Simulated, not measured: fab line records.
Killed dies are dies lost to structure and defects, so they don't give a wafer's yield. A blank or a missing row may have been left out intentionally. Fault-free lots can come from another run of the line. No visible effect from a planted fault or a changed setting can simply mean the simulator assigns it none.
Chamber matching | flow sky130 | 4 sister chambers for SKY_VIA3_ETCH_14 on rie-diel-03
The step etches BARC in N2/H2, stops on SiO2, time 45.9 s, target depth 60 nm. 14 wafers are shown with their chamber, then 7 later ones without.

WAFERS, EACH WITH ITS CHAMBER
wafer  | chamber | chamber-pressure-mTorr (mTorr) | run-length-s (s) | oes-product-au (a.u.)
L965.2 | 0       | 29.95                          | 73.9             | 0.854
L965.3 | 3       | 30.01                          | 74.5             | 0.856
L965.5 | 3       | 30.07                          | 74.3             | 0.857
L969.1 | 0       | 30.01                          | 74.0             | 0.850
L969.2 | 2       | 30.02                          | 73.7             | 0.856
L969.4 | 1       | 29.99                          | 73.8             | 0.857
L970.1 | 0       | 29.94                          | 74.0             | 0.852
L970.4 | 1       | 29.95                          | 74.5             | 0.856
L970.5 | 0       | 29.95                          | 74.2             | 0.848
L971.1 | 2       | 29.97                          | 74.0             | 0.860
L971.5 | 3       | 30.03                          | 73.9             | 0.860
L971.6 | 0       | 29.98                          | 74.3             | 0.859
L972.1 | 2       | 30.02                          | 73.6             | 0.850
L972.4 | 0       | 30.02                          | 74.4             | 0.858

SIGNATURES (averages over the wafers above)
reading                | chamber 0 | chamber 1 | chamber 2 | chamber 3 | scatter within a chamber
chamber-pressure-mTorr | 29.9750   | 29.9700   | 30.0033   | 30.0367   | 0.0318
run-length-s           | 74.133    | 74.150    | 73.767    | 74.233    | 0.267
oes-product-au         | 0.85350   | 0.85650   | 0.85533   | 0.85767   | 0.00394
Rule: a wafer lies at a distance from a chamber equal to the root of the sum of squares, over the readings, of (its reading less the chamber's mean, divided by the reading's scatter). If the next closest chamber is less than 2 further off than the closest, the wafer can't be placed; otherwise it belongs to the closest. How the scatter is found: for the shown wafers, subtract from each reading the mean of its chamber, square and add these, divide the total by (wafers less chambers), then take the root.

WAFERS WHOSE CHAMBER IS MISSING
wafer  | chamber-pressure-mTorr (mTorr) | run-length-s (s) | oes-product-au (a.u.)
L972.5 | 30.03                          | 73.6             | 0.849
L984.2 | 30.03                          | 74.1             | 0.865
L984.5 | 29.98                          | 74.3             | 0.855
L984.6 | 30.00                          | 74.1             | 0.858
L986.2 | 29.99                          | 74.2             | 0.859
L986.3 | 30.04                          | 73.7             | 0.857
L986.5 | 29.98                          | 74.3             | 0.856

CHAMBER TAKEN BY EACH
wafer  | from the rows above               | in truth
L972.5 | can't be placed: 2 or 0 or 3 or 1 | 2
L984.2 | can't be placed: 3 or 1 or 2 or 0 | 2
L984.5 | can't be placed: 0 or 1 or 3 or 2 | 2
L984.6 | can't be placed: 1 or 3 or 0 or 2 | 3
L986.2 | can't be placed: 1 or 0 or 3 or 2 | 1
L986.3 | can't be placed: 2 or 3 or 0 or 1 | 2
L986.5 | can't be placed: 1 or 0 or 3 or 2 | 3
Correctly placed: 0 of 7. Unplaceable from these rows: 7, with the true chamber sitting among the candidates in 7. Placed wrongly: 0.
